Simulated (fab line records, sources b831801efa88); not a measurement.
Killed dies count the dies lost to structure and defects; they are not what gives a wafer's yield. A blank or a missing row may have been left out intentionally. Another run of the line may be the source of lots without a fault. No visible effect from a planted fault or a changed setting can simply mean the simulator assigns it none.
Which tool is to blame? + flow sky130 + 36 wafers from 12 lots sampled at 6 of the route's 708 steps

## WHAT EACH GAUGE READ, for each wafer
SKY_VT_ADJUST_NCORE_CD_MEAS_07: the cd target is 380 nm. Usual: cd nm reads 380.0 nm (standard deviation 2.3).
| lot  | measured     | on        | cd nm (nm)        | flag |
|------|--------------|-----------|-------------------|------|
| L347 | day 8 07:37  | cd sem-02 | 379.3 382.8 382.5 |      |
| L350 | day 9 10:39  | cd sem-02 | - - -             | OFF  |
| L352 | day 10 01:28 | cd sem-02 | 379.4 380.3 378.9 |      |
| L355 | day 10 19:50 | cd sem-01 | 379.4 380.9 377.1 |      |
| L360 | day 12 11:18 | cd sem-01 | 384.7 384.5 385.1 |      |
| L361 | day 12 18:22 | cd sem-01 | 378.4 380.4 378.1 |      |
| L363 | day 13 04:15 | cd sem-02 | 382.2 380.3 380.6 |      |
| L366 | day 14 00:38 | cd sem-02 | 381.0 377.9 378.2 |      |
| L367 | day 14 06:44 | cd sem-02 | 377.5 374.5 375.8 |      |
| L368 | day 14 12:29 | cd sem-01 | 381.4 381.5 381.0 |      |
| L369 | day 15 04:43 | cd sem-02 | 381.0 378.5 380.6 |      |
| L370 | day 15 09:06 | cd sem-01 | 379.0 379.7 378.4 |      |

SKY_VT_ADJUST_NCORE_TW_MEAS_11. Usual: VT_ADJUST_NCORE_TW 220.5, standard deviation 2.1.
| lot  | measured     | on            | VT_ADJUST_NCORE_TW | flag |
|------|--------------|---------------|--------------------|------|
| L347 | day 8 08:02  | film metro-01 | 222.1 223.6 222.8  |      |
| L350 | day 9 11:03  | film metro-02 | 30.3 30.3 30.3     | OFF  |
| L352 | day 10 01:51 | film metro-03 | 218.3 218.6 220.5  |      |
| L355 | day 10 20:14 | film metro-03 | 218.3 219.2 219.2  |      |
| L360 | day 12 11:42 | film metro-01 | 223.9 224.2 224.5  |      |
| L361 | day 12 18:47 | film metro-03 | 219.2 217.1 216.8  |      |
| L363 | day 13 04:38 | film metro-01 | 224.5 223.6 223.8  |      |
| L366 | day 14 01:02 | film metro-01 | 221.3 221.7 222.4  |      |
| L367 | day 14 07:20 | film metro-03 | 218.7 219.5 219.0  |      |
| L368 | day 14 12:52 | film metro-03 | 218.1 220.7 218.5  |      |
| L369 | day 15 05:07 | film metro-02 | 222.5 222.9 222.0  |      |
| L370 | day 15 09:29 | film metro-03 | 219.4 220.3 219.3  |      |

SKY_SONOS_TUNNEL_CD_MEAS_07: the cd target is 410 nm. Usual: cd nm reads 408.8 nm (standard deviation 2.4).
| lot  | measured     | on        | cd nm (nm)        | flag |
|------|--------------|-----------|-------------------|------|
| L347 | day 11 02:34 | cd sem-02 | 408.0 408.2 408.0 |      |
| L350 | day 12 08:21 | cd sem-02 | 410.6 410.7 410.7 |      |
| L352 | day 13 01:22 | cd sem-02 | 414.5 411.7 413.3 |      |
| L355 | day 13 20:59 | cd sem-02 | 410.2 409.4 408.4 |      |
| L360 | day 15 16:54 | cd sem-02 | 411.6 410.0 408.3 |      |
| L361 | day 15 23:49 | cd sem-02 | 406.4 408.0 408.0 |      |
| L363 | day 16 11:15 | cd sem-01 | 406.9 407.4 405.8 |      |
| L366 | day 17 12:49 | cd sem-01 | 407.8 407.0 406.7 |      |
| L367 | day 17 20:36 | cd sem-02 | 405.6 407.5 407.7 |      |
| L368 | day 18 01:29 | cd sem-01 | 407.3 407.0 404.9 |      |
| L369 | day 18 19:51 | cd sem-01 | 406.3 407.0 408.0 |      |
| L370 | day 19 02:26 | cd sem-01 | 410.3 412.6 410.8 |      |

SKY_SONOS_TUNNEL_OVL_MEAS_08. Usual: SONOS_TUNNEL_OVL 0.1 nm, standard deviation 1.3.
| lot  | measured     | on         | SONOS_TUNNEL_OVL (nm) | flag |
|------|--------------|------------|-----------------------|------|
| L347 | day 11 02:41 | overlay-02 | 0.3 -1.7 0.8          |      |
| L350 | day 12 08:27 | overlay-02 | -0.3 1.3 0.2          |      |
| L352 | day 13 01:28 | overlay-01 | -0.3 -2.0 0.9         |      |
| L355 | day 13 21:06 | overlay-02 | 2.4 1.3 -0.9          |      |
| L360 | day 15 17:01 | overlay-01 | -1.2 -1.0 -2.1        |      |
| L361 | day 15 23:56 | overlay-01 | 0.4 1.6 0.7           |      |
| L363 | day 16 11:21 | overlay-01 | 0.0 1.1 1.6           |      |
| L366 | day 17 12:56 | overlay-01 | 0.9 1.2 0.0           |      |
| L367 | day 17 20:42 | overlay-02 | 0.8 2.7 1.7           |      |
| L368 | day 18 01:34 | overlay-02 | 0.3 1.3 1.0           |      |
| L369 | day 18 19:57 | overlay-01 | 0.0 0.1 -0.7          |      |
| L370 | day 19 02:33 | overlay-01 | 1.7 0.4 1.0           |      |

## WHICH TOOL RAN EACH LOT (tool, then ch and the chambers of the sampled wafers, then the start)
| lot  | SKY_DNWELL_STRIP_08                 | SKY_VT_ADJUST_NCORE_EXPOSE_04       |
|------|-------------------------------------|-------------------------------------|
| L347 | plasma asher-04 ch 0,1, day 3 01:31 | iline stepper-01 ch 0, day 7 22:09  |
| L350 | plasma asher-02 ch 0,1, day 3 21:11 | iline stepper-01 ch 0, day 9 00:36  |
| L352 | plasma asher-02 ch 0,1, day 4 08:28 | iline stepper-01 ch 0, day 9 14:37  |
| L355 | plasma asher-02 ch 0,1, day 4 22:56 | iline stepper-02 ch 0, day 10 08:30 |
| L360 | plasma asher-03 ch 0,1, day 6 03:37 | iline stepper-01 ch 0, day 12 00:16 |
| L361 | plasma asher-02 ch 0,1, day 6 09:50 | iline stepper-02 ch 0, day 12 06:36 |
| L363 | plasma asher-03 ch 0,1, day 6 17:35 | iline stepper-02 ch 0, day 12 16:35 |
| L366 | plasma asher-02 ch 0, day 7 10:17   | iline stepper-02 ch 0, day 13 12:50 |
| L367 | plasma asher-02 ch 1, day 7 14:22   | iline stepper-02 ch 0, day 13 18:50 |
| L368 | plasma asher-02 ch 0,1, day 7 19:15 | iline stepper-01 ch 0, day 13 23:43 |
| L369 | plasma asher-04 ch 0,1, day 8 06:25 | iline stepper-02 ch 0, day 14 14:58 |
| L370 | plasma asher-02 ch 0,1, day 8 11:50 | iline stepper-01 ch 0, day 14 19:58 |
- SKY_DNWELL_STRIP_08: strips in O2/N2.
- SKY_VT_ADJUST_NCORE_EXPOSE_04: exposes mask LVTN COMPLEMENT THIN, target cd 380 nm.

## AS READ BY THE TOOLS THEMSELVES (means over the sampled wafers that have a number; for cases with no such wafer, the mark the record gives instead)
SKY_DNWELL_STRIP_08. Usual: drypump motor current A 5.7 A, standard deviation 0.32; oes product au 0.723 a.u., standard deviation 0.0047; strip time to endpoint s 36.98 s, standard deviation 0.11.
| lot  | tool            | drypump motor current A (A) | oes product au (a.u.) | strip time to endpoint s (s) | flag |
|------|-----------------|-----------------------------|-----------------------|------------------------------|------|
| L347 | plasma asher-04 | 5.9                         | 0.724                 | 36.97                        |      |
| L350 | plasma asher-02 | 5.7                         | 0.728                 | 37.05                        |      |
| L352 | plasma asher-02 | 5.8                         | 0.722                 | 36.95                        |      |
| L355 | plasma asher-02 | 5.8                         | 0.727                 | 36.98                        |      |
| L360 | plasma asher-03 | 5.2                         | 0.719                 | 36.90                        |      |
| L361 | plasma asher-02 | 5.8                         | 0.728                 | 37.10                        |      |
| L363 | plasma asher-03 | 5.2                         | 0.725                 | 36.89                        |      |
| L366 | plasma asher-02 | 5.7                         | 0.727                 | 36.95                        |      |
| L367 | plasma asher-02 | 5.8                         | 0.726                 | 36.82                        |      |
| L368 | plasma asher-02 | 5.8                         | 0.723                 | 37.09                        |      |
| L369 | plasma asher-04 | 6.0                         | 0.721                 | 37.17                        |      |
| L370 | plasma asher-02 | 5.8                         | 0.721                 | 36.96                        |      |

## THE ANSWER, worked out from the rows above alone
Rule: take the mean of a lot's wafers that have a number; if it is more than 3 standard deviations from the usual mean, the lot is off. A lot without any number at a reading at which 4 lots or more have one is off too. The other lots that the step has rows for count as sound. After the gauges, taken in route order, come the tools' own readings; for these a lot's mean is taken, as printed above. The first step at which some lot is off is used, and at that step the reading that is off furthest; a lot without a number counts as furthest.
Off: L350 (SKY_VT_ADJUST_NCORE_CD_MEAS_07, cd nm). Without a number there: L350.
A tool fits if, at a process step before that reading, it ran every lot that is off, and no sound lot after the first of them. Not tried: the gauges at SKY_VT_ADJUST_NCORE_CD_MEAS_07; whatever is off there is also off at SKY_VT_ADJUST_NCORE_TW_MEAS_11, on other tools, and gauge error can't account for it. None of those tried fits.

## WHAT HAD BEEN PUT IN BY THE SIMULATOR
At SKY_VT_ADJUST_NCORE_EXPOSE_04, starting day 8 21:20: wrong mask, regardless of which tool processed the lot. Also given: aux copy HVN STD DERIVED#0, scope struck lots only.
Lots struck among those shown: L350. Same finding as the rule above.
